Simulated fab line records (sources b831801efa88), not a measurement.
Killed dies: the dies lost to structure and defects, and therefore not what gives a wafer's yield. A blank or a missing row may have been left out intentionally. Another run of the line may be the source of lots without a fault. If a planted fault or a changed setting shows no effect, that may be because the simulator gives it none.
Comparing a struck lot with a sound one || flow sfqLine || 43 out of 325 route steps
Sound: these wafers, L773.1, L773.5, L773.6. Struck: wafers L781.1, L781.2, L781.6. Last of all comes the cause.
At each step with rows: each side's tool, then ch and its chambers, then its first start. Under that, the readings that differ: sound wafers || struck wafers || difference of the means || sigmas: that difference in standard deviations of wafers without a fault.
alike: readings whose means differ by less than 2 such deviations, and words and numbers that are the same on both sides. not compared: withheld readings, readings that some wafer has no value for, bounds like >300 that may hide the same value, and numbers for which the record gives no deviation and whose values overlap.
A row with sigmas, a row that says differs or no value, or rows on one side alone: a step with any of these is where the two part. Non-overlapping numbers with no deviation appear without sigmas and do not part them. Lack of a reading on every wafer of one side parts them only where that side has two or more wafers.

first, 3 steps without rows for these wafers: SFQ_TRILAYER_M5_LITHO_EXPOSE_124 (exposes mask M5, target cd 700 nm); SFQ_TRILAYER_M5_LITHO_PEB_126 (peb time 60 s); SFQ_TRILAYER_M5_LITHO_DEVELOP_125 (time 60 s).
SFQ_M5_OVL_MEAS_932:
  sound on overlay-02 at day 56 15:16; struck on overlay-01 at day 57 21:06
  alike: M5_OVL
then, 7 steps without rows for these wafers: SFQ_TRILAYER_M5_BARC_OPEN_METAL_ETCH_161 (etches BARC in O2, target depth 125 nm, time 41.7 s); SFQ_TRILAYER_M5_ETCH_METAL_ETCH_126 (etches Nb in Cl2/BCl3, stops on SiO2, time 203.2 s, target depth 265 nm); SFQ_TRILAYER_M5_STRIP_STRIP_127 (strips in O2); SFQ_TRILAYER_M5_STRIP_SOLV_CLEAN_128 (cleans in NMP, time 600 s); SFQ_TRILAYER_A5B_DEP_PECVD_129 (deposits SiO2 from SiH4/N2O, time 133.33 s, target thk 600 nm); SFQ_TRILAYER_A5B_CMP_CMP_130 (polishes, stops on Nb, target thk 340.7 nm); SFQ_TRILAYER_A5B_METRO_MEASURE_131.
SFQ_TRILAYER_R5_DEP_SPUTTER_132: material Ti, target thk 5 nm, time 5 s.
  sound on pvdSputter-04 at day 56 20:38; struck on pvdSputter-06 at day 58 04:38
  alike: cathodeDcPowerW, throttleValvePct
SFQ_TRILAYER_R5_DEP_SPUTTER_133: material MoNx, target thk 40 nm, time 66.7 s.
  sound on pvdSputter-04 at day 56 20:39; struck on pvdSputter-06 at day 58 04:39
{"reading": "cathodeDcPowerW (W)", "sound": "999.87 1000.4 1000.1", "struck": "969.48 969.78 969.70", "difference": -30.47, "sigmas": "-99 or more"}
{"reading": "model.MoNx_of_TRILAYER_R5_DEP_SPUTTER_133.thkNm (nm)", "sound": "40.56 40.71 40.41", "struck": "39.1 39.34 38.84", "difference": -1.5, "sigmas": ""}
  alike: throttleValvePct
then, 1 step without rows for these wafers: SFQ_TRILAYER_R5_DEP_SPUTTER_134 (material Ti, target thk 5 nm, time 5 s).
SFQ_R5_RS_MEAS_933: measures by four-point-probe.
  sound on filmMetro-01 at day 56 20:43; struck on filmMetro-01 at day 58 04:43
{"reading": "R5_MONX_RS (ohm/sq)", "sound": "6.94 6.95 6.97", "struck": "7.23 7.17 7.24", "difference": "+0.26", "sigmas": "+3"}
SFQ_R5_THK_MEAS_934: measures by xrf.
  sound on filmMetro-01 at day 56 20:50; struck on filmMetro-01 at day 58 04:50
{"reading": "R5_MONX_THK (nm)", "sound": "40.1 40.2 39.8", "struck": "38.4 38.6 38.1", "difference": -1.7, "sigmas": -4}
then, 6 steps without rows for these wafers: SFQ_TRILAYER_R5_LITHO_COAT_141 (resist thk 62 nm); SFQ_TRILAYER_R5_LITHO_COAT_136 (resist thk 600 nm); SFQ_TRILAYER_R5_LITHO_SOFTBAKE_140; SFQ_TRILAYER_R5_LITHO_EXPOSE_137 (exposes mask R5, target cd 500 nm); SFQ_TRILAYER_R5_LITHO_PEB_139 (peb time 60 s); SFQ_TRILAYER_R5_LITHO_DEVELOP_138 (time 60 s).
-- the record jumps here: 6 days lie between the struck wafers' starts before and after --
SFQ_R5_OVL_MEAS_935:
  sound on overlay-02 at day 62 17:19; struck on overlay-01 at day 63 17:19
{"reading": "R5_OVL (nm)", "sound": "8 11 7", "struck": "1 -4 -6", "difference": -12, "sigmas": -3}
SFQ_TRILAYER_R5_BARC_OPEN_METAL_ETCH_177: etches BARC in O2, target depth 125 nm, time 41.7 s.
  sound on rieMetal-03 ch 0,1, day 62 17:22; struck on rieMetal-03 ch 0,1, day 63 17:22
  alike: drypumpMotorCurrentA, oesProductAu
  not compared: rfHoursCounterH
SFQ_TRILAYER_R5_ETCH_METAL_ETCH_139: etches the open film in Cl2, stops on SiO2, target depth 60 nm, time 40 s.
  sound on rieMetal-03 ch 0,1, day 62 17:25; struck on rieMetal-03 ch 0,1, day 63 17:25
  alike: drypumpMotorCurrentA, oesProductAu
  not compared: rfHoursCounterH
then, 9 steps without rows for these wafers: SFQ_TRILAYER_R5_STRIP_STRIP_140 (strips in O2); SFQ_TRILAYER_R5_STRIP_SOLV_CLEAN_141 (cleans in NMP, time 600 s); SFQ_TRILAYER_A5C_DEP_PECVD_142 (deposits SiO2 from SiH4/N2O, time 15.556 s, target thk 70 nm); SFQ_TRILAYER_I5_LITHO_COAT_149 (resist thk 62 nm); SFQ_TRILAYER_I5_LITHO_COAT_144 (resist thk 650 nm); SFQ_TRILAYER_I5_LITHO_SOFTBAKE_148; SFQ_TRILAYER_I5_LITHO_EXPOSE_145 (exposes mask I5, target cd 700 nm); SFQ_TRILAYER_I5_LITHO_PEB_147 (peb time 60 s); SFQ_TRILAYER_I5_LITHO_DEVELOP_146 (time 60 s).
-- the record jumps here: 5 days lie between the struck wafers' starts before and after --
SFQ_I5_OVL_MEAS_936:
  sound on overlay-02 at day 67 21:08; struck on overlay-01 at day 68 17:32
  alike: I5_OVL
then, 1 step without rows for these wafers: SFQ_TRILAYER_I5_BARC_OPEN_VIA_ETCH_200 (etches BARC in O2, target depth 125 nm, time 41.7 s).
SFQ_TRILAYER_I5_ETCH_VIA_ETCH_147: etches the open film in CHF3, stops on Nb, target depth 360 nm.
  sound on rieDiel-04 ch 0,1,3, day 67 21:13; struck on rieDiel-04 ch 0,3, day 68 17:37
  alike: drypumpMotorCurrentA, oesProductAu
SFQ_TRILAYER_I5_STRIP_STRIP_148: strips in O2.
  sound on rieMetal-04 ch 0,1, day 67 21:22; struck on rieMetal-01 ch 0,1, day 68 17:46
  alike: drypumpMotorCurrentA, oesProductAu
  not compared: rfHoursCounterH
then, 4 steps without rows for these wafers: SFQ_TRILAYER_I5_STRIP_SOLV_CLEAN_149 (cleans in NMP, time 600 s); SFQ_TRILAYER_C5_LITHO_COAT_156 (resist thk 62 nm); SFQ_TRILAYER_C5_LITHO_COAT_151 (resist thk 650 nm); SFQ_TRILAYER_C5_LITHO_SOFTBAKE_155.
-- the record jumps here: 22 days lie between the struck wafers' starts before and after --
SFQ_M8_BOW_MEAS_951:
  sound on filmMetro-03 at day 86 16:59; struck on filmMetro-02 at day 90 22:29
{"reading": "model.etest.r5.ohmUm", "sound": "13.88 13.8 13.95", "struck": "14.39 14.28 14.46", "difference": "+0.50", "sigmas": ""}
{"reading": "model.etest.r5.ohmSq", "sound": "6.938 6.913 6.963", "struck": "7.196 7.154 7.245", "difference": "+0.260", "sigmas": ""}
{"reading": "model.etest.c5.linkOhm", "sound": "7.901 7.88 7.925", "struck": "8.165 8.12 8.216", "difference": "+0.265", "sigmas": ""}
  alike: M8_BOW

== WHERE THEY PART ==
Earliest at SFQ_TRILAYER_R5_DEP_SPUTTER_133; latest, in this record, at SFQ_R5_OVL_MEAS_935. Later steps at which nothing parts them and some readings are alike: SFQ_TRILAYER_R5_BARC_OPEN_METAL_ETCH_177, SFQ_TRILAYER_R5_ETCH_METAL_ETCH_139, SFQ_I5_OVL_MEAS_936, SFQ_TRILAYER_I5_ETCH_VIA_ETCH_147, SFQ_TRILAYER_I5_STRIP_STRIP_148, SFQ_M8_BOW_MEAS_951.

WHY: what had been put in by the simulator
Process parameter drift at SFQ_TRILAYER_R5_DEP_SPUTTER_133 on pvdSputter-06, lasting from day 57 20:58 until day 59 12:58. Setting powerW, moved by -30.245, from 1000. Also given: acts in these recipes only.
